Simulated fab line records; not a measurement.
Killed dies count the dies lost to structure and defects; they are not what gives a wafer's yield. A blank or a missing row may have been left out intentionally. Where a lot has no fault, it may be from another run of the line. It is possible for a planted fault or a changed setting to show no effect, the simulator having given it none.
Chamber matching    flow gf180mcu    GF_V3_CMP_26 on cmp-02: 4 sister chambers
The step polishes, stops on SiO2, t overpolish 15.98 s, target thk 0 nm. 22 wafers are shown with their chamber, then 11 later ones without.

## WAFERS, EACH WITH ITS CHAMBER
wafer   chamber  motor-current-A (A)  time-to-endpoint-s (s)  overpolish-run-s (s)
L074.1  1        10.1                 87                      15.975
L074.4  2        11.2                 79                      15.964
L074.5  2        10.5                 79                      15.976
L074.2  3        11.5                 85                      16.001
L074.3  0        10.7                 88                      15.976
L074.6  1        10.4                 84                      15.993
L078.1  0        10.6                 84                      15.987
L078.5  0        9.7                  82                      15.974
L078.6  1        9.6                  85                      15.978
L078.2  3        11.3                 84                      15.961
L078.3  2        10.7                 78                      15.972
L078.4  1        10.0                 85                      15.982
L079.3  1        10.1                 81                      15.973
L079.4  3        11.4                 83                      15.988
L079.5  1        10.5                 82                      15.959
L080.1  3        11.3                 81                      15.985
L080.5  0        11.0                 81                      15.991
L080.6  3        11.3                 84                      15.974
L085.4  0        9.8                  83                      15.975
L085.5  0        10.0                 82                      15.960
L085.6  1        10.2                 80                      15.999
L086.1  0        9.5                  77                      15.960

SIGNATURES (means of the wafers above)
reading             chamber 0  chamber 1  chamber 2  chamber 3  scatter within a chamber
motor-current-A     10.186     10.129     10.800     11.360     0.394
time-to-endpoint-s  82.43      83.43      78.67      83.40      2.51
overpolish-run-s    15.97471   15.97986   15.97067   15.98180   0.0127
Rule: a wafer lies at a distance from a chamber equal to the root of the sum of squares, over the readings, of (its reading less the chamber's mean, divided by the reading's scatter). The wafer belongs to the nearest chamber; if the next one is less than 2 further off, it can't be placed. The scatter is the square root of a quotient: the sum, over the shown wafers, of each reading's squared deviation from its chamber's mean, divided by wafers minus chambers.

## WAFERS WHOSE CHAMBER IS MISSING
wafer   motor-current-A (A)  time-to-endpoint-s (s)  overpolish-run-s (s)
L086.3  10.8                 80                      15.986
L086.6  10.1                 77                      15.977
L089.2  11.5                 89                      15.983
L089.3  10.3                 87                      15.964
L089.4  10.5                 84                      15.973
L093.1  11.1                 79                      15.978
L093.4  9.6                  81                      15.975
L093.6  10.1                 81                      15.970
L097.2  11.3                 78                      15.994
L097.5  10.0                 79                      15.972
L097.6  11.3                 75                      15.976

## THE CHAMBER EACH PASSED THROUGH
wafer   from the rows above                in truth
L086.3  can't be placed: 2 or 3 or 0 or 1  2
L086.6  can't be placed: 2 or 0 or 1       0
L089.2  can't be placed: 3 or 1            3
L089.3  can't be placed: 1 or 0 or 3 or 2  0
L089.4  can't be placed: 0 or 1 or 2 or 3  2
L093.1  can't be placed: 2 or 3 or 0       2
L093.4  can't be placed: 0 or 1 or 2       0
L093.6  can't be placed: 0 or 1 or 2       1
L097.2  can't be placed: 2 or 3 or 0 or 1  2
L097.5  can't be placed: 0 or 1 or 2       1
L097.6  can't be placed: 2 or 3            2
Placed correctly: 0 of 11. Can't be placed from these rows: 11 (the true chamber is among the candidates in 11). Placed wrongly: 0.
